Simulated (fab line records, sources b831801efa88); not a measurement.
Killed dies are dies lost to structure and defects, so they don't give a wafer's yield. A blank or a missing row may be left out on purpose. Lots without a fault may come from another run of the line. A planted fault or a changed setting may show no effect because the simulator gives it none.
Chamber matching | flow sky130 | SKY_VIA1_CMP_24 on cmp-01: 4 sister chambers
The step polishes, stops on SiO2, t overpolish 15 s, target thk 0 nm. 27 wafers are shown with their chamber, then 12 later ones without.

WAFERS WITH THEIR CHAMBER
wafer  | chamber | motor_current_A (A) | time_to_endpoint_s (s) | overpolish_run_s (s)
L074.2 | 3       | 10.9                | 67.2                   | 14.996
L074.4 | 1       | 11.5                | 64.0                   | 15.006
L074.5 | 3       | 11.4                | 66.6                   | 15.006
L075.1 | 3       | 11.0                | 61.0                   | 14.987
L075.4 | 0       | 11.7                | 64.5                   | 15.010
L075.6 | 0       | 12.5                | 63.8                   | 15.003
L075.2 | 2       | 10.9                | 63.3                   | 14.995
L075.3 | 1       | 12.1                | 64.1                   | 14.998
L075.5 | 1       | 12.8                | 63.6                   | 15.000
L079.3 | 2       | 10.2                | 59.8                   | 14.991
L079.4 | 0       | 13.0                | 63.2                   | 14.992
L079.5 | 2       | 10.6                | 62.6                   | 14.990
L080.2 | 1       | 12.6                | 62.8                   | 15.005
L080.4 | 3       | 10.8                | 66.7                   | 14.987
L080.6 | 1       | 12.0                | 60.4                   | 15.002
L081.2 | 2       | 10.4                | 60.2                   | 14.992
L081.3 | 1       | 12.7                | 60.1                   | 14.993
L081.4 | 0       | 11.8                | 61.7                   | 15.016
L081.1 | 3       | 11.0                | 63.3                   | 14.997
L081.5 | 2       | 10.7                | 61.8                   | 15.007
L081.6 | 1       | 12.4                | 57.2                   | 14.993
L085.1 | 0       | 12.0                | 67.8                   | 15.016
L085.2 | 3       | 10.8                | 64.2                   | 15.010
L085.4 | 1       | 11.8                | 61.8                   | 14.989
L090.2 | 3       | 11.2                | 60.6                   | 15.002
L090.3 | 1       | 12.3                | 59.7                   | 14.998
L090.4 | 2       | 10.9                | 61.0                   | 14.997

SIGNATURES (means of the wafers above)
reading            | chamber 0 | chamber 1 | chamber 2 | chamber 3 | scatter within a chamber
motor_current_A    | 12.200    | 12.244    | 10.617    | 11.014    | 0.382
time_to_endpoint_s | 64.200    | 61.522    | 61.450    | 64.229    | 2.27
overpolish_run_s   | 15.00740  | 14.99822  | 14.99533  | 14.99786  | 0.00764
Rule: a wafer's distance from a chamber is the root of the sum, over the readings, of the square of ((its reading less the chamber's mean) divided by the reading's scatter). The wafer belongs to the nearest chamber; if the next one is less than 2 further off, it can't be placed. The scatter: the root of (the sum of the squares of (reading less its chamber's mean) over the shown wafers, divided by (wafers less chambers)).

WAFERS WITHOUT THEIR CHAMBER
wafer  | motor_current_A (A) | time_to_endpoint_s (s) | overpolish_run_s (s)
L090.1 | 12.3                | 65.5                   | 15.013
L090.5 | 12.1                | 60.4                   | 14.998
L090.6 | 10.8                | 63.6                   | 14.980
L091.2 | 12.6                | 62.5                   | 14.990
L091.4 | 12.4                | 60.8                   | 15.016
L091.6 | 13.2                | 59.9                   | 15.012
L094.1 | 11.4                | 64.4                   | 15.015
L094.2 | 12.6                | 62.5                   | 15.011
L094.4 | 11.3                | 59.6                   | 14.996
L095.1 | 12.8                | 62.3                   | 14.991
L095.2 | 10.7                | 63.4                   | 15.003
L095.6 | 12.0                | 60.5                   | 15.016

WHICH CHAMBER EACH WENT THROUGH
wafer  | from the rows above               | in truth
L090.1 | can't be placed: 0 or 1           | 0
L090.5 | can't be placed: 1 or 0           | 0
L090.6 | can't be placed: 2 or 3           | 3
L091.2 | can't be placed: 1 or 0           | 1
L091.4 | can't be placed: 0 or 1           | 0
L091.6 | can't be placed: 1 or 0           | 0
L094.1 | can't be placed: 0 or 3 or 1 or 2 | 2
L094.2 | can't be placed: 0 or 1           | 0
L094.4 | can't be placed: 2 or 3 or 1 or 0 | 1
L095.1 | can't be placed: 1 or 0           | 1
L095.2 | can't be placed: 3 or 2           | 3
L095.6 | can't be placed: 0 or 1 or 3      | 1
Placed correctly: 0 of 12. Can't be placed from these rows: 12 (the true chamber is among the candidates in 12). Placed wrongly: 0.
